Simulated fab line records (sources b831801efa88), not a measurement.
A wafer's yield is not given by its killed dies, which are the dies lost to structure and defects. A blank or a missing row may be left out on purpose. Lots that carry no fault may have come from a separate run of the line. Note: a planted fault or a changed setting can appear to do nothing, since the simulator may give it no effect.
Struck lot and sound lot, side by side :: flow gf180mcu :: 14 out of 602 route steps
Sound: these wafers, L870.1, L870.3, L870.4. The struck wafers were L881.1, L881.4, L881.6. At the end, the cause is stated.
For every step that has rows: the tool of each side, followed by ch and its chambers, followed by its first start. Under that, the readings that differ: sound wafers :: struck wafers :: difference of the means :: sigmas: that difference in standard deviations of wafers without a fault.
alike: a reading whose means differ by less than 2 such deviations, as well as words and numbers matching on both sides. not compared: withheld readings; readings where some wafer has no value; bounds like >300 that might hide an equal value; numbers whose values overlap and for which the record gives no deviation.
Wherever a step has rows on one side only, a row that says differs or no value, or a row with sigmas, the two part there. When numbers do not overlap yet have no deviation, they are printed without sigmas and do not part them. A reading that every wafer of one side lacks parts them only if that side has two wafers or more.

first, 3 steps without rows for these wafers: GF_CONTACT_CLEAN_19 (cleans in SPM); GF_CONTACT_CLEAN_20 (cleans in DIW); GF_CONTACT_CLEAN_21 (cleans in dHF, time 20 s).
GF_CONTACT_SPUTTER_22: material Ti, target thk 15 nm, time 80.02 s.
  sound on pvd_sputter-01, day 16 15:03; struck on pvd_sputter-02, day 20 07:11
  alike: cathode_dc_power_W, chamber_pressure_pa, throttle_valve_pct
then, 1 step without rows for these wafers: GF_CONTACT_SPUTTER_23 (material TiN, target thk 10 nm, time 40 s).
GF_CONTACT_CVD_24: deposits W, target thk 300 nm, time 90.339 s.
  sound on cvd_w-01 ch 0,1, day 16 15:09; struck on cvd_w-02 ch 1, day 20 07:17
  alike: heater_power_w
GF_CONTACT_RS_MEAS_25: uses a four-point probe to measure.
  sound on film_metro-01, day 16 15:15; struck on film_metro-01, day 20 07:23
  alike: CONTACT_W_RS
GF_CONTACT_THK_MEAS_26: measures by xrf.
  sound on film_metro-01, day 16 15:22; struck on film_metro-01, day 20 07:31
  alike: CONTACT_W_THK
GF_CONTACT_CMP_27: polishes, stops on SiO2, t overpolish 15 s, target thk 0 nm.
  sound on cmp-02 ch 1,2,3, day 16 15:26; struck on cmp-02 ch 2,3, day 20 07:37
  alike: motor_current_A, overpolish_run_s, platen_rpm, time_to_endpoint_s
then, 2 steps without rows for these wafers: GF_M1_SPUTTER_00 (material Ti, target thk 37.5 nm, time 150 s); GF_M1_SPUTTER_01 (material TiN, target thk 30 nm, time 25 s).
GF_M1_SPUTTER_02: material AlCu, target thk 450 nm, time 23.9 s.
  sound on pvd_sputter-04, day 16 15:52; struck on pvd_sputter-04, day 20 08:00
  alike: cathode_dc_power_W, chamber_pressure_pa, throttle_valve_pct
GF_M1_SPUTTER_03: material Ti, target thk 10 nm, time 6.7 s.
  sound on pvd_sputter-04, day 16 15:53; struck on pvd_sputter-04, day 20 08:02
  no value came back on the struck wafers for cathode_dc_power_W (W), chamber_pressure_pa (Pa), throttle_valve_pct (%); on the sound wafers cathode_dc_power_W (W) reads 3000.6 3000.5 3001.2
GF_M1_SPUTTER_04: material TiN, target thk 50 nm, time 41.7 s.
  sound on pvd_sputter-04, day 16 15:55; struck on pvd_sputter-04, day 20 08:03
  alike: cathode_dc_power_W, chamber_pressure_pa, throttle_valve_pct

== WHERE THEY PART ==
Only at GF_M1_SPUTTER_03, within this record. Later steps at which nothing parts them and some readings are alike: GF_M1_SPUTTER_04.

WHY: whatever the simulator had introduced
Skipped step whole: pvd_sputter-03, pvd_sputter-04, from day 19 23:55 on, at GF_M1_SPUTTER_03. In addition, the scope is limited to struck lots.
